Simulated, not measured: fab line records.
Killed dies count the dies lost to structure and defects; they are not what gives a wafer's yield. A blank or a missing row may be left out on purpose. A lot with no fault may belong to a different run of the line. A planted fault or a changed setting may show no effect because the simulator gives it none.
fab line records	flow gf180mcu	part 1 of 2: steps 1 to 27 of 40
[record] lots = 5	wafers = 15	last-day = 33
route steps=602 shown SAB@265 SALICIDE@278 CONTACT@287
lots that met no fault: taken from a fault-free run of the same line
start-h: the number of hours between the record's first day and the start of the first shown wafer of the lot	wait-h: hours elapsed since this lot's preceding step	" same as the row above	L1.1+2: one row covering several wafers at once	- no value present, or no start provided	* or withheld: withheld	< > ~ a bound
route shown NAME@n: names a module that has steps shown in the file, with the first one's number in the route	usual: average and standard deviation across the fault-free wafers	same: alike in all rows	chamber/n: place in a boat	sites: per-site readings	_std_site: the standard deviation of these	_edge_site: mean of outer sites minus mean of inner sites	radius-mm: for every site, how far away it sits from the centre of the wafer	mask NAME#n: copy n	behind: the most recent tool/chamber to have shaped the wafer	hold: why the lot went on hold/how many hours it stayed there/how the hold came to an end	device: transistor that didn't switch, given as n, p or np	end of line: the tests these same wafers got at the end of their route	where a step has no rows: the recipe by itself	killed: not the wafer's yield, but the dies lost to structure and defects at the first sort	map: shows each die of a wafer: x if killed, . if not, _ if none is there
set.NAME: the setting the step ran with; set.NAME@STEP: the setting that earlier step ran with	model.NAME: the simulator's own value behind a step, which no gauge read
lots seen at some steps along the route; tables by step, rows by wafer
services: a tool's chamber out of use, with start hour (start-h, from the record's first day; less than 0 if before it), hours out, and reason
[[steps]]
[step GF_SAB_THK_MEAS_01]
[recipe] reads = SiO2_of_SAB_CVD_00
[usual] SAB_CVD_00_THK = 50.3/0.69
lot.wafer	tool	chamber	start-h	wait-h	SAB_CVD_00_THK[nm]
L084.3	film-metro-01	-	412.25	0.0	49.9
L084.4	"	-	"	"	50.3
L084.5	"	-	"	"	51.4
L085.3	film-metro-02	-	422.80	0.1	49.4
L085.4	"	-	"	"	49.9
L085.6	"	-	"	"	50.8
L086.1	film-metro-01	-	427.58	0.0	49.7
L086.2	"	-	"	"	49.9
L086.4	"	-	"	"	51.1
L091.1	film-metro-02	-	462.28	0.0	49.2
L091.2	"	-	"	"	49.1
L091.5	"	-	"	"	50.3
L092.1	film-metro-01	-	466.43	0.0	50.0
L092.3	"	-	"	"	51.0
L092.5	"	-	"	"	51.2
[step GF_SAB_DEHYDRATE_02]
[recipe] temp-c = 200	time-s = 60
lot.wafer	tool	chamber	start-h	wait-h
L084.3+4+5	litho-track-01	0	423.49	11.2
L085.3+4+6	litho-track-01	0	432.99	10.2
L086.1+2+4	litho-track-01	0	438.64	11.0
L091.1+2+5	litho-track-04	0	473.72	11.4
L092.1+3+5	litho-track-04	0	477.72	11.3
[step GF_SAB_HMDS_03]
[recipe] prime-time-s = 60	prime-temp-c = 120
[usual] prime-temp-c = 119.98/0.13
lot.wafer	tool	chamber	start-h	wait-h	prime-temp-c
L084.3	litho-track-01	0	423.64	0.1	119.96
L084.4	"	0	"	"	119.98
L084.5	"	0	"	"	120.06
L085.3	litho-track-01	0	433.14	0.1	120.09
L085.4	"	0	"	"	120.03
L085.6	"	0	"	"	119.95
L086.1	litho-track-01	0	438.79	0.1	120.00
L086.2	"	0	"	"	119.84
L086.4	"	0	"	"	119.97
L091.1	litho-track-04	0	473.87	0.1	120.03
L091.2	"	0	"	"	119.94
L091.5	"	0	"	"	120.05
L092.1	litho-track-04	0	477.87	0.1	120.09
L092.3	"	0	"	"	120.11
L092.5	"	0	"	"	119.97
[step GF_SAB_COAT_04]
[recipe] resist = NOVOLAK	spin-rpm = 3000	resist-thk-nm = 1000
lot.wafer	tool	chamber	start-h	wait-h
L084.3+4+5	litho-track-01	0	423.79	0.1
L085.3+4+6	litho-track-01	0	433.29	0.1
L086.1+2+4	litho-track-01	0	438.94	0.1
L091.1+2+5	litho-track-04	0	474.02	0.1
L092.1+3+5	litho-track-04	0	478.02	0.1
[step GF_SAB_SOFTBAKE_05]
[recipe] temp-c = 90	time-s = 60	resist = NOVOLAK
lot.wafer	tool	chamber	start-h	wait-h
L084.3+4+5	litho-track-01	0	423.94	0.1
L085.3+4+6	litho-track-01	0	433.44	0.1
L086.1+2+4	litho-track-01	0	439.09	0.1
L091.1+2+5	litho-track-04	0	474.17	0.1
L092.1+3+5	litho-track-04	0	478.17	0.1
[step GF_SAB_EXPOSE_06]
[recipe] mask-id = SAB	target-cd-nm = 420	na = 0.6	source-shape = conventional	sigma-outer = 0.6	dose-mj = 140
[same] na = 0.6
lot.wafer	tool	chamber	start-h	wait-h	mask
L084.3+4+5	iline-stepper-02	0	-	-	SAB#0
L085.3+4+6	iline-stepper-02	0	-	-	SAB#0
L086.1+2+4	iline-stepper-01	0	-	-	SAB#0
L091.1+2+5	iline-stepper-01	0	-	-	SAB#0
L092.1+3+5	iline-stepper-01	0	-	-	SAB#0
[step GF_SAB_PEB_07]
[recipe] temp-c = withheld	time-s = *	resist = NOVOLAK
lot.wafer	tool	chamber	start-h	wait-h
L084.3+4+5	litho-track-04	0	-	-
L085.3+4+6	litho-track-01	0	-	-
L086.1+2+4	litho-track-01	0	-	-
L091.1+2+5	litho-track-04	0	-	-
L092.1+3+5	litho-track-01	0	-	-
[step GF_SAB_DEVELOP_08]
[recipe] develop-time-s = 60	dev-temp-c = 23
lot.wafer	tool	chamber	start-h	wait-h
L084.3+4+5	litho-track-04	0	435.62	0.1
L085.3+4+6	litho-track-01	0	444.74	0.1
L086.1+2+4	litho-track-01	0	450.64	0.1
L091.1+2+5	litho-track-04	0	486.32	0.1
L092.1+3+5	litho-track-01	0	489.43	0.1
[step GF_SAB_CD_MEAS_09]
[recipe] target-cd-nm = 420
[usual] cd-nm = 419.6/2.7
lot.wafer	tool	chamber	start-h	wait-h	cd-nm
L084.3	cd-sem-01	-	435.76	0.1	420.0
L084.4	"	-	"	"	420.7
L084.5	"	-	"	"	421.0
L085.3	cd-sem-02	-	444.88	0.1	418.2
L085.4	"	-	"	"	416.2
L085.6	"	-	"	"	416.8
L086.1	cd-sem-02	-	450.79	0.1	422.1
L086.2	"	-	"	"	419.4
L086.4	"	-	"	"	421.1
L091.1	cd-sem-02	-	486.47	0.1	413.8
L091.2	"	-	"	"	414.9
L091.5	"	-	"	"	413.5
L092.1	cd-sem-01	-	489.58	0.1	413.8
L092.3	"	-	"	"	412.7
L092.5	"	-	"	"	414.0
[step GF_SAB_OVL_MEAS_10]
[usual] SAB_OVL = -0.4/1.3
lot.wafer	tool	chamber	start-h	wait-h	SAB_OVL[nm]
L084.3	overlay-02	-	435.85	0.1	0.8
L084.4	"	-	"	"	0.1
L084.5	"	-	"	"	1.1
L085.3	overlay-02	-	444.97	0.1	-0.9
L085.4	"	-	"	"	1.1
L085.6	"	-	"	"	-0.4
L086.1	overlay-02	-	450.91	0.1	0.7
L086.2	"	-	"	"	-0.4
L086.4	"	-	"	"	-1.0
L091.1	overlay-01	-	486.59	0.1	-0.3
L091.2	"	-	"	"	-1.5
L091.5	"	-	"	"	0.5
L092.1	overlay-01	-	489.70	0.1	-1.4
L092.3	"	-	"	"	-0.1
L092.5	"	-	"	"	-2.6
[step GF_SAB_ETCH_11]
[recipe] chemistry = C4F8/O2/Ar	mask-material = NOVOLAK	target = SiO2	target-depth-nm = 55	source-w = 1500	bias-w = 1200	pressure-mtorr = 40	c4f8-flow-sccm = withheld	O2_flow_sccm = 6	Ar_flow_sccm = 300	time-s = 8.5
[usual] oes-product-au = 1.002/0.013
lot.wafer	tool	chamber	start-h	wait-h	oes-product-au	rf-hours-counter-h
L084.3	rie-diel-01	2	435.87	0.0	0.992	8
L084.4	"	3	"	"	1.025	8
L084.5	"	3	"	"	1.027	-
L085.3	rie-diel-01	0	444.99	0.0	0.985	65
L085.4	"	2	"	"	0.995	8
L085.6	"	1	"	"	0.988	-
L086.1	rie-diel-04	2	450.94	0.0	1.003	23
L086.2	"	3	"	"	0.991	73
L086.4	"	1	"	"	1.007	96
L091.1	rie-diel-04	2	486.62	0.0	1.001	23
L091.2	"	3	"	"	0.996	73
L091.5	"	3	"	"	0.990	-
L092.1	rie-diel-03	1	489.74	0.0	1.016	8
L092.3	"	0	"	"	1.019	12
L092.5	"	1	"	"	1.027	-
[step GF_SAB_WET_ETCH_12]
[recipe] chemistry = dHF	target-depth-nm = 22	dry = n2-spin	target = SiO2	temp-c = 25	dilution = 100:1	time-s = 440
[usual] bath-heat-duty-pct = 6.3/0.83
lot.wafer	tool	chamber	start-h	wait-h	bath-heat-duty-pct
L084.3	wet-bench-01	3	435.90	0.0	6.1
L084.4	"	3	"	"	7.8
L084.5	"	3	"	"	7.1
L085.3	wet-bench-01	0	445.01	0.0	5.2
L085.4	"	0	"	"	5.4
L085.6	"	0	"	"	5.9
L086.1	wet-bench-01	0	450.96	0.0	5.7
L086.2	"	0	"	"	5.9
L086.4	"	0	"	"	6.0
L091.1	wet-bench-04	1	486.64	0.0	5.6
L091.2	"	1	"	"	5.6
L091.5	"	1	"	"	6.0
L092.1	wet-bench-04	2	489.76	0.0	6.6
L092.3	"	2	"	"	6.4
L092.5	"	2	"	"	6.2
[step GF_SAB_STRIP_13]
[recipe] chemistry = O2/N2	power-w = 1400	pressure-mtorr = 1500	platen-temp-c = 250	o2-flow-sccm = 3000	n2-flow-sccm = 300	overash-fraction = 0.5
[usual] drypump-motor-current-A = 5.7/0.41	heater-power-w = 303/43	oes-product-au = 0.710/0.0045	platen-temp-c = 249.97/0.2	strip-time-to-endpoint-s = 12.60/0.035
lot.wafer	tool	chamber	start-h	wait-h	drypump-motor-current-A	heater-power-w	oes-product-au	platen-temp-c	rf-hours-counter-h	strip-time-to-endpoint-s
L084.3	plasma-asher-01	0	436.06	0.0	5.5	297	0.705	250.06	-	12.54
L084.4	"	1	"	"	5.6	332	0.707	249.99	-	12.52
L084.5	"	1	"	"	5.6	321	0.714	249.87	-	12.53
L085.3	plasma-asher-03	1	445.18	0.0	6.4	244	0.716	249.92	-	12.56
L085.4	"	0	"	"	5.3	275	0.715	250.02	-	12.55
L085.6	"	0	"	"	5.3	280	0.707	250.07	-	12.56
L086.1	plasma-asher-01	1	451.09	0.0	5.6	325	0.711	249.85	2	12.60
L086.2	"	0	"	"	5.5	299	0.708	249.76	2	12.59
L086.4	"	1	"	"	5.6	327	0.717	249.98	-	12.61
L091.1	plasma-asher-03	1	486.78	0.0	6.4	243	0.707	250.20	37	12.63
L091.2	"	0	"	"	5.2	276	0.711	250.03	37	12.62
L091.5	"	0	"	"	5.3	276	0.711	250.28	-	12.58
L092.1	plasma-asher-03	0	489.89	0.0	5.3	277	0.710	249.70	38	12.57
L092.3	"	1	"	"	6.4	240	0.705	250.10	-	12.58
L092.5	"	1	"	"	6.4	242	0.714	249.89	-	12.59
[step GF_SALICIDE_CLEAN_00]
[recipe] chemistry = SC1/SC2	mix = 1:4:20	temp-c = 70	time-s = 150
[usual] bath-heat-duty-pct = 13.7/1.3
lot.wafer	tool	chamber	start-h	wait-h	bath-heat-duty-pct
L084.3	wet-bench-02	1	436.13	0.0	12.4
L084.4	"	1	"	"	12.5
L084.5	"	1	"	"	12.0
L085.3	wet-bench-02	1	445.24	0.0	13.6
L085.4	"	1	"	"	12.1
L085.6	"	1	"	"	13.6
L086.1	wet-bench-03	2	451.19	0.1	12.7
L086.2	"	2	"	"	13.9
L086.4	"	2	"	"	12.7
L091.1	wet-bench-03	0	486.88	0.1	14.7
L091.2	"	0	"	"	15.6
L091.5	"	0	"	"	15.5
L092.1	wet-bench-01	2	489.99	0.1	15.2
L092.3	"	2	"	"	16.3
L092.5	"	2	"	"	15.5
[step GF_SALICIDE_WET_ETCH_01]
[recipe] chemistry = dHF	target-depth-nm = 5	dry = ipa-marangoni	target = SiO2	temp-c = 25	dilution = 100:1	time-s = 100
[usual] bath-heat-duty-pct = 6.3/0.68
lot.wafer	tool	chamber	start-h	wait-h	bath-heat-duty-pct
L084.3	wet-bench-03	2	436.18	0.0	5.5
L084.4	"	2	"	"	6.0
L084.5	"	2	"	"	5.8
L085.3	wet-bench-01	3	445.29	0.0	7.0
L085.4	"	3	"	"	6.7
L085.6	"	3	"	"	6.5
L086.1	wet-bench-02	2	451.24	0.0	6.0
L086.2	"	2	"	"	5.4
L086.4	"	2	"	"	6.5
L091.1	wet-bench-02	3	486.93	0.0	6.3
L091.2	"	3	"	"	6.3
L091.5	"	3	"	"	6.4
L092.1	wet-bench-02	2	490.04	0.0	6.4
L092.3	"	2	"	"	5.9
L092.5	"	2	"	"	6.7
[step GF_SALICIDE_SPUTTER_02]
[recipe] material = Co	target-thk-nm = 10	power-w = 1000	time-s = 20	chamber-pressure-pa = 0.4
[usual] chamber-pressure-pa = 0.4000/0.00075	throttle-valve-pct = 29.8/1.4
lot.wafer	tool	chamber	start-h	wait-h	chamber-pressure-pa	throttle-valve-pct
L084.3	pvd-sputter-02	-	436.21	0.0	0.4014	28.9
L084.4	"	-	"	"	0.3980	29.9
L084.5	"	-	"	"	0.4001	29.7
L085.3	pvd-sputter-03	-	445.33	0.0	0.4002	30.5
L085.4	"	-	"	"	0.3992	30.1
L085.6	"	-	"	"	0.4007	32.6
L086.1	pvd-sputter-03	-	451.28	0.0	0.4000	30.0
L086.2	"	-	"	"	0.4016	28.4
L086.4	"	-	"	"	0.4003	32.6
L091.1	pvd-sputter-03	-	486.97	0.0	0.3999	30.0
L091.2	"	-	"	"	0.4001	28.1
L091.5	"	-	"	"	0.4000	30.7
L092.1	pvd-sputter-03	-	490.08	0.0	0.3995	30.0
L092.3	"	-	"	"	0.4006	30.5
L092.5	"	-	"	"	0.3997	28.2
[step GF_SALICIDE_SPUTTER_03]
[recipe] material = TiN	target-thk-nm = 20	power-w = 6500	time-s = 16.7	chamber-pressure-pa = 0.4
[usual] chamber-pressure-pa = 0.4000/0.00084	throttle-valve-pct = 29.8/1.3
lot.wafer	tool	chamber	start-h	wait-h	chamber-pressure-pa	throttle-valve-pct
L084.3	pvd-sputter-02	-	436.24	0.0	0.4002	29.2
L084.4	"	-	"	"	0.4010	29.9
L084.5	"	-	"	"	0.4003	29.4
L085.3	pvd-sputter-03	-	445.36	0.0	0.3998	30.4
L085.4	"	-	"	"	0.3989	30.2
L085.6	"	-	"	"	0.3998	32.6
L086.1	pvd-sputter-03	-	451.31	0.0	0.3999	30.2
L086.2	"	-	"	"	0.4003	28.4
L086.4	"	-	"	"	0.4008	32.6
L091.1	pvd-sputter-03	-	486.99	0.0	0.3999	30.2
L091.2	"	-	"	"	0.3991	28.0
L091.5	"	-	"	"	0.4004	30.5
L092.1	pvd-sputter-03	-	490.11	0.0	0.3982	29.9
L092.3	"	-	"	"	0.4001	30.4
L092.5	"	-	"	"	0.3997	28.1
[step GF_SALICIDE_RS_MEAS_04]
[recipe] thk-meas-gauge = four-point-probe	reads = TiN_of_SALICIDE_SPUTTER_03+Co_of_SALICIDE_SPUTTER_02
[usual] SALICIDE_TIN_RS = 16.36/0.28
lot.wafer	tool	chamber	start-h	wait-h	SALICIDE_TIN_RS[ohm/sq]
L084.3	film-metro-01	-	436.31	0.1	16.36
L084.4	"	-	"	"	16.43
L084.5	"	-	"	"	16.41
L085.3	film-metro-04	-	445.43	0.1	15.98
L085.4	"	-	"	"	16.65
L085.6	"	-	"	"	15.96
L086.1	film-metro-04	-	451.33	0.0	16.51
L086.2	"	-	"	"	16.52
L086.4	"	-	"	"	16.09
L091.1	film-metro-01	-	487.02	0.0	16.62
L091.2	"	-	"	"	16.31
L091.5	"	-	"	"	15.91
L092.1	film-metro-03	-	490.13	0.0	16.31
L092.3	"	-	"	"	16.15
L092.5	"	-	"	"	16.54
[step GF_SALICIDE_THK_MEAS_05]
[recipe] thk-meas-gauge = xrf	reads = TiN_of_SALICIDE_SPUTTER_03
[usual] SALICIDE_TIN_THK = 20.10/0.29
lot.wafer	tool	chamber	start-h	wait-h	SALICIDE_TIN_THK[nm]
L084.3	film-metro-01	-	436.41	0.1	20.46
L084.4	"	-	"	"	20.31
L084.5	"	-	"	"	20.37
L085.3	film-metro-04	-	445.53	0.1	20.02
L085.4	"	-	"	"	20.15
L085.6	"	-	"	"	20.26
L086.1	film-metro-04	-	451.45	0.1	19.90
L086.2	"	-	"	"	20.09
L086.4	"	-	"	"	20.02
L091.1	film-metro-01	-	487.14	0.1	19.87
L091.2	"	-	"	"	20.35
L091.5	"	-	"	"	20.15
L092.1	film-metro-03	-	490.25	0.1	19.58
L092.3	"	-	"	"	19.79
L092.5	"	-	"	"	19.69
[step GF_SALICIDE_RTA_06]
[recipe] temp-c = 530	time-s = 30	ambient = N2
[usual] anneal-temp-c-max = 533.0/0.83	chamber-o2-ppm = 2.002/0.023	lamp-power-pct = 6.2/0.31	wafer_temp_C_max = 532.1/0.52
lot.wafer	tool	chamber	start-h	wait-h	anneal-temp-c-max	chamber-o2-ppm	lamp-power-pct	wafer_temp_C_max
L084.3	rtp-anneal-02	0	436.48	0.1	534.0	2.032	6.4	532.0
L084.4	"	0	"	"	533.1	2.030	6.4	531.7
L084.5	"	0	"	"	533.8	2.041	6.4	532.7
L085.3	rtp-anneal-01	0	445.60	0.1	532.7	1.987	5.7	531.4
L085.4	"	0	"	"	532.1	1.982	5.7	532.0
L085.6	"	0	"	"	532.2	1.934	5.7	531.4
L086.1	rtp-anneal-02	0	451.51	0.1	535.0	2.029	6.4	532.1
L086.2	"	0	"	"	532.7	2.006	6.4	531.8
L086.4	"	0	"	"	534.2	2.029	6.4	532.1
L091.1	rtp-anneal-02	0	487.20	0.1	533.5	2.014	6.4	532.0
L091.2	"	0	"	"	532.4	2.020	6.4	532.6
L091.5	"	0	"	"	532.8	1.967	6.4	532.0
L092.1	rtp-anneal-01	0	490.31	0.1	531.3	1.983	5.7	531.6
L092.3	"	0	"	"	531.5	1.990	5.7	531.8
L092.5	"	0	"	"	531.8	1.967	5.7	531.7
[step GF_SALICIDE_WET_ETCH_07]
[recipe] chemistry = SPM	target-depth-nm = 120	dry = n2-spin
lot.wafer	tool	chamber	start-h	wait-h
L084.3+4+5	wet-bench-01	1	436.55	0.1
L085.3+4+6	wet-bench-01	3	445.67	0.1
L086.1+2+4	wet-bench-03	1	451.61	0.1
L091.1+2+5	wet-bench-01	0	487.40	0.2
L092.1+3+5	wet-bench-01	2	490.41	0.1
[step GF_SALICIDE_RTA_08]
[recipe] temp-c = 800	time-s = 30	ambient = N2
[usual] anneal-temp-c-max = 803.9/1.2	chamber-o2-ppm = 2.004/0.019	lamp-power-pct = 16.4/0.88	wafer_temp_C_max = 802.8/0.76
lot.wafer	tool	chamber	start-h	wait-h	anneal-temp-c-max	chamber-o2-ppm	lamp-power-pct	wafer_temp_C_max
L084.3	rtp-anneal-01	0	436.67	0.0	803.6	1.996	15.8	802.6
L084.4	"	0	"	"	802.9	1.988	15.8	803.3
L084.5	"	0	"	"	803.7	2.007	15.8	802.9
L085.3	rtp-anneal-02	0	445.80	0.0	804.9	2.010	17.6	803.9
L085.4	"	0	"	"	805.0	2.001	17.6	803.7
L085.6	"	0	"	"	805.1	2.030	17.7	803.8
L086.1	rtp-anneal-01	0	451.70	0.0	803.4	2.023	15.8	801.8
L086.2	"	0	"	"	802.3	2.049	15.8	802.3
L086.4	"	0	"	"	803.1	1.997	15.8	801.3
L091.1	rtp-anneal-01	0	487.49	0.0	803.0	2.023	15.8	802.0
L091.2	"	0	"	"	801.6	2.016	15.8	802.3
L091.5	"	0	"	"	803.1	1.993	15.8	802.9
L092.1	rtp-anneal-02	0	490.50	0.0	804.3	2.012	17.6	803.3
L092.3	"	0	"	"	806.9	2.000	17.7	804.2
L092.5	"	0	"	"	805.0	2.000	17.6	803.9
[step GF_CONTACT_CVD_00]
[recipe] material = SiO2	target-thk-nm = 300	sigma-open-frac = 0.3	temp-c = 400	time-s = 50	sih4-flow-sccm = 60	pressure-mtorr = 6
lot.wafer	tool	chamber	start-h	wait-h
L084.3+4+5	hdpcvd-02	2,1,0	436.74	0.1
L085.3+4+6	hdpcvd-02	2,2,1	445.87	0.1
L086.1+2+4	hdpcvd-01	2,0,2	451.80	0.1
L091.1+2+5	hdpcvd-02	0,1,1	487.59	0.1
L092.1+3+5	hdpcvd-01	0,2,0	490.70	0.2
[step GF_CONTACT_THK_MEAS_01]
[recipe] reads = SiO2_of_CONTACT_CVD_00
[usual] CONTACT_CVD_00_THK = 301/3
lot.wafer	tool	chamber	start-h	wait-h	CONTACT_CVD_00_THK[nm]
L084.3	film-metro-04	-	436.80	0.0	298
L084.4	"	-	"	"	301
L084.5	"	-	"	"	303
L085.3	film-metro-03	-	445.93	0.0	300
L085.4	"	-	"	"	298
L085.6	"	-	"	"	304
L086.1	film-metro-02	-	451.85	0.0	293
L086.2	"	-	"	"	298
L086.4	"	-	"	"	296
L091.1	film-metro-03	-	487.64	0.0	306
L091.2	"	-	"	"	303
L091.5	"	-	"	"	302
L092.1	film-metro-02	-	490.75	0.0	301
L092.3	"	-	"	"	295
L092.5	"	-	"	"	303
[step GF_CONTACT_CVD_02]
[recipe] material = SiO2	target-thk-nm = 860	precursor = TEOS	temp-c = 400	time-s = 95.992	rf-w = 600
[usual] heater-power-outer-w = 400/83	heater-power-w = 688/130
lot.wafer	tool	chamber	start-h	wait-h	heater-power-outer-w	heater-power-w
L084.3	pecvd-01	2	436.84	0.0	408	672
L084.4	"	1	"	"	457	838
L084.5	"	2	"	"	317	531
L085.3	pecvd-04	1	445.97	0.0	343	590
L085.4	"	2	"	"	492	826
L085.6	"	0	"	"	344	545
L086.1	pecvd-02	1	451.91	0.1	517	821
L086.2	"	0	"	"	391	637
L086.4	"	2	"	"	280	541
L091.1	pecvd-02	2	487.70	0.1	284	567
L091.2	"	0	"	"	343	537
L091.5	"	2	"	"	305	571
L092.1	pecvd-02	2	490.81	0.1	302	568
L092.3	"	1	"	"	469	828
L092.5	"	0	"	"	313	538
[step GF_CONTACT_THK_MEAS_03]
[recipe] reads = SiO2_of_CONTACT_CVD_02
[usual] CONTACT_CVD_02_THK = 862/12
lot.wafer	tool	chamber	start-h	wait-h	CONTACT_CVD_02_THK[nm]
L084.3	film-metro-02	-	436.93	0.1	839
L084.4	"	-	"	"	863
L084.5	"	-	"	"	850
L085.3	film-metro-03	-	446.06	0.1	864
L085.4	"	-	"	"	878
L085.6	"	-	"	"	878
L086.1	film-metro-03	-	451.98	0.0	859
L086.2	"	-	"	"	864
L086.4	"	-	"	"	874
L091.1	film-metro-04	-	487.77	0.0	858
L091.2	"	-	"	"	863
L091.5	"	-	"	"	857
L092.1	film-metro-03	-	490.88	0.0	857
L092.3	"	-	"	"	863
L092.5	"	-	"	"	878
[step GF_CONTACT_CMP_04]
[recipe] material = SiO2	down-force-psi = 4	platen-rpm = 60	pad-velocity-m-s = 0.94248
[usual] motor-current-A = 12.0/0.64	time-to-endpoint-s = 111/5
lot.wafer	tool	chamber	start-h	wait-h	motor-current-A	time-to-endpoint-s
L084.4	cmp-01	1	436.97	0.0	12.0	107
L084.3	"	0	"	"	11.7	103
L084.5	"	1	"	"	12.6	103
L085.4	cmp-01	3	446.10	0.0	12.7	119
L085.3	"	2	"	"	12.1	110
L085.6	"	0	"	"	12.2	119
L086.4	cmp-02	3	452.04	0.0	12.1	114
L086.2	"	0	"	"	12.0	112
L086.1	"	2	"	"	10.8	104
L091.2	cmp-02	1	487.93	0.1	11.2	111
L091.1	"	2	"	"	11.2	107
L091.5	"	0	"	"	12.5	113
L092.1	cmp-01	2	490.94	0.1	11.9	108
L092.3	"	0	"	"	11.5	114
L092.5	"	2	"	"	12.1	115
